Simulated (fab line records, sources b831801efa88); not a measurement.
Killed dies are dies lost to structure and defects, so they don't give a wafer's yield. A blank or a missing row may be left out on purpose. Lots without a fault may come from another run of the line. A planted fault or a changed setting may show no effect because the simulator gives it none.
A struck lot beside a sound one | flow sky130 | 17 steps out of a route of 708
Sound: wafers L161.1, L161.2, L161.6. Struck: wafers L164.3, L164.4, L164.5. The cause comes at the end.
At each step with rows: each side's tool, then ch and its chambers, then its first start. Under that, the readings that differ: sound wafers | struck wafers | difference of the means | sigmas: that difference in standard deviations of wafers without a fault.
alike: readings whose means differ by less than 2 such deviations, and words and numbers that are the same on both sides. not compared: withheld readings, readings that some wafer has no value for, bounds like >300 that may hide the same value, and numbers for which the record gives no deviation and whose values overlap.
The two part at a step that has a row with sigmas, a row that says differs or no value, or rows on one side only. Numbers that don't overlap but have no deviation are shown without sigmas and don't part them. A reading that every wafer of one side lacks parts them only if that side has two wafers or more.

SKY_LDD_P_OVL_MEAS_08:
  sound on overlay-01, day 21 13:34; struck on overlay-01, day 22 10:34
  alike: LDD_P_OVL
then, 1 step without rows for these wafers: SKY_LDD_P_IMPLANT_09.
SKY_LDD_P_STRIP_10: strips in O2/N2.
  sound on plasma_asher-03 ch 0,1, day 21 13:45; struck on plasma_asher-01 ch 0,1, day 22 10:47
  alike: drypump_motor_current_A, oes_product_au, strip_time_to_endpoint_s
  not compared: rf_hours_counter_h
SKY_LDD_P_TW_MEAS_11:
  sound on film_metro-01, day 21 13:51; struck on film_metro-03, day 22 10:52
  reading  | sound             | struck            | difference | sigmas
  LDD_P_TW | 641.6 637.2 641.6 | 632.9 632.7 635.5 | -6.4       | -2
then, 7 steps without rows for these wafers: SKY_LDD_HVN_DEHYDRATE_00 (time 60 s); SKY_LDD_HVN_HMDS_01 (prime time 60 s); SKY_LDD_HVN_COAT_02 (resist thk 300 nm); SKY_LDD_HVN_SOFTBAKE_03 (time 60 s); SKY_LDD_HVN_EXPOSE_04 (exposes mask HVNTM, target cd 700 nm); SKY_LDD_HVN_PEB_05; SKY_LDD_HVN_DEVELOP_06 (develop time 60 s).
SKY_LDD_HVN_OVL_MEAS_07:
  sound on overlay-02, day 22 20:20; struck on overlay-01, day 23 16:38
  alike: LDD_HVN_OVL
SKY_LDD_HVN_IMPLANT_08:
  sound on implanter-01 ch 0, day 22 20:22; struck on implanter-01 ch 0, day 23 16:43
  reading            | sound            | struck            | difference | sigmas
  beam_on_s (s)      | 9.99 10.16 10.13 | 10.73 11.02 10.85 | +0.77      | +4
  faraday_current_uA | 169 167 167      | 157 153 156       | -12        | -4
SKY_LDD_HVN_STRIP_09: strips in O2/N2.
  sound on plasma_asher-01 ch 0,1, day 22 20:31; struck on plasma_asher-02 ch 0,1, day 23 16:51
  alike: drypump_motor_current_A, oes_product_au, strip_time_to_endpoint_s
  not compared: rf_hours_counter_h
SKY_LDD_HVN_TW_MEAS_10:
  sound on film_metro-02, day 22 20:37; struck on film_metro-02, day 23 16:56
  reading    | sound          | struck         | difference | sigmas
  LDD_HVN_TW | 1440 1437 1441 | 1475 1468 1480 | +35        | +5
then, 1 step without rows for these wafers: SKY_LDD_HVP_DEHYDRATE_00 (time 60 s).
-- the record jumps here: 24 days lie between the struck wafers' starts before and after (it left off in module LDD_HVP and takes up again in module PAD_OPEN, whose first step shown is number 708 of the route) --
SKY_PAD_OPEN_PROBE_99:
  sound on prober-02, day 47 08:04; struck on prober-01, day 48 00:17
  reading                        | sound          | struck         | difference | sigmas
  model.etest.tip_n_5v.rs_ohm_sq | 1376 1363 1365 | 1312 1315 1320 | -52        |
  alike: killed_at_M0_to_M3, killed_at_M4_up, killed_at_contacts, killed_at_front_end, killed_at_other, killed_dies, killed_on_rim, killed_open, killed_short

WHERE THEY PART
First at SKY_LDD_P_TW_MEAS_11; last, within this record, at SKY_LDD_HVN_TW_MEAS_10. Later steps at which nothing parts them and some readings are alike: SKY_PAD_OPEN_PROBE_99.

WHY: what the simulator had put in
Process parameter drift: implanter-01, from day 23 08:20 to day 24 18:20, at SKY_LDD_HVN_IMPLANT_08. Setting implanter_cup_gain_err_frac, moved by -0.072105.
